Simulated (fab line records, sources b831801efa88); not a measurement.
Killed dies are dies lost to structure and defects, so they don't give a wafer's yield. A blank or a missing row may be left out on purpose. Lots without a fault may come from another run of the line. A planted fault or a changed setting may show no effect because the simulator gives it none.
A struck lot beside a sound one | flow sky130 | 18 steps out of a route of 708
Sound: wafers L615.1, L615.3, L615.4. Struck: wafer L628.1. (L628.2, L628.5 of the same lot were not struck and are left out.) The cause comes at the end.
At each step with rows: each side's tool, then ch and its chambers, then its first start. Under that, the readings that differ: sound wafers | struck wafers | difference of the means | sigmas: that difference in standard deviations of wafers without a fault.
alike: readings whose means differ by less than 2 such deviations, and words and numbers that are the same on both sides. not compared: withheld readings, readings that some wafer has no value for, bounds like >300 that may hide the same value, and numbers for which the record gives no deviation and whose values overlap.
The two part at a step that has a row with sigmas, a row that says differs or no value, or rows on one side only. Numbers that don't overlap but have no deviation are shown without sigmas and don't part them. A reading that every wafer of one side lacks parts them only if that side has two wafers or more.

first, 3 steps without rows for these wafers: SKY_LI_CONTACT_EXPOSE_09 (exposes mask LICM1, target cd 170 nm); SKY_LI_CONTACT_PEB_10; SKY_LI_CONTACT_DEVELOP_11 (develop time 60 s).
SKY_LI_CONTACT_CD_MEAS_12: target cd 170 nm.
  sound on cd_sem-01, day 30 04:20; struck on cd_sem-02, day 34 11:16
  alike: cd_nm
SKY_LI_CONTACT_OVL_MEAS_13:
  sound on overlay-01, day 30 04:27; struck on overlay-01, day 34 11:23
  alike: LI_CONTACT_OVL
SKY_LI_CONTACT_ETCH_14: etches BARC in N2/H2, stops on SiO2, time 45.9 s, target depth 60 nm.
  sound on rie_diel-02 ch 1,2, day 30 04:29; struck on rie_diel-01 ch 1, day 34 11:26
  alike: bias_w, drypump_motor_current_A, oes_product_au, throttle_valve_pct
  not compared: rf_hours_counter_h
SKY_LI_CONTACT_ETCH_15: etches PSG in C4F8/O2/Ar, stops on Si, target depth 600 nm.
  sound on rie_diel-02 ch 1,2, day 30 04:32; struck on rie_diel-01 ch 1, day 34 11:28
  reading               | sound             | struck | difference | sigmas
  oes_product_au (a.u.) | 0.836 0.827 0.837 | 0.847  | +0.014     | +3
  alike: bias_w
then, 3 steps without rows for these wafers: SKY_LI_CONTACT_STRIP_16 (strips in O2/N2); SKY_LI_CONTACT_CLEAN_17 (cleans in NMP, time 600 s); SKY_LI_CONTACT_PRE_CLEAN_18 (time 5.6 s).
SKY_LI_CONTACT_SPUTTER_19: material Ti, target thk 20 nm, time 106.37 s.
  sound on pvd_sputter-01, day 30 04:56; struck on pvd_sputter-02, day 34 11:52
  alike: throttle_valve_pct
SKY_LI_CONTACT_SPUTTER_20: material TiN, target thk 20 nm, time 80 s.
  sound on pvd_sputter-01, day 30 05:00; struck on pvd_sputter-02, day 34 11:56
  alike: throttle_valve_pct
SKY_LI_CONTACT_CVD_21: deposits W, target thk 400 nm, time 120.56 s.
  sound on cvd_w-01 ch 0,1, day 30 05:04; struck on cvd_w-02 ch 1, day 34 12:01
  reading                                  | sound             | struck | difference | sigmas
  heater_power_w (W)                       | 673 828 661       | 926    | +205       | +2
  model.W_of_LI_CONTACT_CVD_21.thk_nm (nm) | 405.5 404.2 401.9 | 459.7  | +55.8      |
SKY_LI_CONTACT_RS_MEAS_22: measures by four-point-probe.
  sound on film_metro-04, day 30 05:11; struck on film_metro-04, day 34 12:08
  reading                  | sound                | struck | difference | sigmas
  LI_CONTACT_W_RS (ohm/sq) | 0.2807 0.2815 0.2830 | 0.2473 | -0.0344    | -12
SKY_LI_CONTACT_THK_MEAS_23: measures by xrf.
  sound on film_metro-04, day 30 05:19; struck on film_metro-04, day 34 12:15
  reading               | sound       | struck | difference | sigmas
  LI_CONTACT_W_THK (nm) | 428 427 426 | 498    | +71        | +10
SKY_LI_CONTACT_CMP_24: polishes, stops on PSG, t overpolish 20 s, target thk 0 nm.
  sound on cmp-02 ch 1,2,3, day 30 05:25; struck on cmp-01 ch 1, day 34 12:22
  reading                | sound      | struck | difference | sigmas
  time_to_endpoint_s (s) | 103 101 96 | 109    | +9         | +3
  alike: motor_current_A
SKY_LOCAL_INTERCONNECT_SPUTTER_00: material TiN, target thk 100 nm, time 83.3 s.
  sound on pvd_sputter-01, day 30 05:40; struck on pvd_sputter-02, day 34 12:37
  alike: throttle_valve_pct
-- the record jumps here: 15 days lie between the struck wafers' starts before and after (it left off in module LOCAL_INTERCONNECT and takes up again in module PAD_OPEN, whose first step shown is number 708 of the route) --
SKY_PAD_OPEN_PROBE_99:
  sound on prober-01, day 46 09:36; struck on prober-01, day 49 13:28
  alike: killed_at_M0_to_M3, killed_at_M4_up, killed_at_contacts, killed_at_front_end, killed_at_other, killed_dies, killed_open, killed_short

WHERE THEY PART
First at SKY_LI_CONTACT_ETCH_15; last, within this record, at SKY_LI_CONTACT_CMP_24. Later steps at which nothing parts them and some readings are alike: SKY_LOCAL_INTERCONNECT_SPUTTER_00, SKY_PAD_OPEN_PROBE_99.

WHY: what the simulator had put in
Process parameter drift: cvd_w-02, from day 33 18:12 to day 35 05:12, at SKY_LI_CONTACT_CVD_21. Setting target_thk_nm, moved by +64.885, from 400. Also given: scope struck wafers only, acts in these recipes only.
